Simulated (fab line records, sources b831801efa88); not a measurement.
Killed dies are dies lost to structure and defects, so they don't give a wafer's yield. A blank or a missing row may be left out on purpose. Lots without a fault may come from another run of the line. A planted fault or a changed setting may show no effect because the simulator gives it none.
Which tool did it? | flow sky130 | 12 lots, 35 wafers sampled, at 3 steps of a route of 708

WHAT THE GAUGES READ, wafer by wafer
SKY_VIA2_OVL_MEAS_13. Usual: VIA2_OVL 3 nm, standard deviation 4.9.
lot  | measured     | on         | VIA2_OVL (nm) | flag
L565 | day 36 23:02 | overlay-02 | 10 3 1        |
L566 | day 37 10:50 | overlay-02 | 2 -3 5        |
L569 | day 38 01:56 | overlay-01 | 4 9 1         |
L571 | day 38 18:09 | overlay-02 | 4 4 2         |
L572 | day 39 00:14 | overlay-01 | -6 0 -3       |
L574 | day 39 03:52 | overlay-01 | 0 -3 1        |
L575 | day 40 09:07 | overlay-02 | 1 9 4         |
L577 | day 40 09:28 | overlay-01 | 3 2 1         |
L576 | day 40 10:14 | overlay-02 | 9 1 11        |
L578 | day 40 16:04 | overlay-02 | 10 10 8       |
L583 | day 41 15:52 | overlay-01 | -4 -5         |
L588 | day 43 00:58 | overlay-01 | 0 7 -7        |

WHICH TOOL RAN EACH LOT (tool, then ch and the chambers of the sampled wafers, then the start)
lot  | SKY_METAL2_SPUTTER_00        | SKY_METAL2_SPUTTER_02
L565 | pvd_sputter-04, day 34 16:45 | pvd_sputter-04, day 34 16:48
L566 | pvd_sputter-01, day 35 03:30 | pvd_sputter-01, day 35 03:33
L569 | pvd_sputter-02, day 35 21:28 | pvd_sputter-02, day 35 21:31
L571 | pvd_sputter-02, day 36 12:51 | pvd_sputter-02, day 36 12:54
L572 | pvd_sputter-04, day 36 19:08 | pvd_sputter-04, day 36 19:11
L574 | pvd_sputter-01, day 36 23:39 | pvd_sputter-01, day 36 23:42
L575 | pvd_sputter-02, day 38 05:18 | pvd_sputter-02, day 38 05:21
L577 | pvd_sputter-01, day 38 06:44 | pvd_sputter-01, day 38 06:47
L576 | pvd_sputter-02, day 38 07:21 | pvd_sputter-02, day 38 07:24
L578 | pvd_sputter-01, day 38 13:42 | pvd_sputter-01, day 38 13:45
L583 | pvd_sputter-04, day 39 13:23 | pvd_sputter-04, day 39 13:26
L588 | pvd_sputter-01, day 41 00:25 | pvd_sputter-01, day 41 00:28
- SKY_METAL2_SPUTTER_00: material Ti, target thk 15 nm, time 10 s.
- SKY_METAL2_SPUTTER_02: material AlCu, target thk 250 nm, time 13.3 s.

WHAT THE TOOLS THEMSELVES READ (means of the sampled wafers that have a number; where no wafer has one, the mark that the record gives instead)
SKY_METAL2_SPUTTER_00. Usual: throttle_valve_pct 29.8 %, standard deviation 0.81.
lot  | tool           | throttle_valve_pct (%) | flag
L565 | pvd_sputter-04 | 29.9                   |
L566 | pvd_sputter-01 | 29.6                   |
L569 | pvd_sputter-02 | 29.9                   |
L571 | pvd_sputter-02 | 29.4                   |
L572 | pvd_sputter-04 | 30.0                   |
L574 | pvd_sputter-01 | 29.7                   |
L575 | pvd_sputter-02 | 29.6                   |
L577 | pvd_sputter-01 | 29.2                   |
L576 | pvd_sputter-02 | 30.1                   |
L578 | pvd_sputter-01 | 29.6                   |
L583 | pvd_sputter-04 | 30.4                   |
L588 | pvd_sputter-01 | 29.2                   |

SKY_METAL2_SPUTTER_02. Usual: throttle_valve_pct 29.8 %, standard deviation 0.84.
lot  | tool           | throttle_valve_pct (%) | flag
L565 | pvd_sputter-04 | 29.8                   |
L566 | pvd_sputter-01 | 29.6                   |
L569 | pvd_sputter-02 | 29.7                   |
L571 | pvd_sputter-02 | 29.5                   |
L572 | pvd_sputter-04 | 30.0                   |
L574 | pvd_sputter-01 | 29.7                   |
L575 | pvd_sputter-02 | 29.6                   |
L577 | pvd_sputter-01 | 29.0                   |
L576 | pvd_sputter-02 | 30.2                   |
L578 | pvd_sputter-01 | 29.8                   |
L583 | pvd_sputter-04 | 30.4                   |
L588 | pvd_sputter-01 | 29.1                   |

THE ANSWER, worked out from the rows above alone
Rule: a lot is off if the mean of its wafers that have a number lies more than 3 standard deviations from the usual mean. A lot without any number at a reading at which 4 lots or more have one is off too. The other lots that the step has rows for count as sound. The gauges are gone through in route order, then the tools' own readings, and for those a lot's mean is taken as printed above. The first step at which some lot is off is used, and at that step the reading that is off furthest; a lot without a number counts as furthest.
No lot is off at any reading shown: from this, nothing can be told.

WHAT THE SIMULATOR HAD PUT IN
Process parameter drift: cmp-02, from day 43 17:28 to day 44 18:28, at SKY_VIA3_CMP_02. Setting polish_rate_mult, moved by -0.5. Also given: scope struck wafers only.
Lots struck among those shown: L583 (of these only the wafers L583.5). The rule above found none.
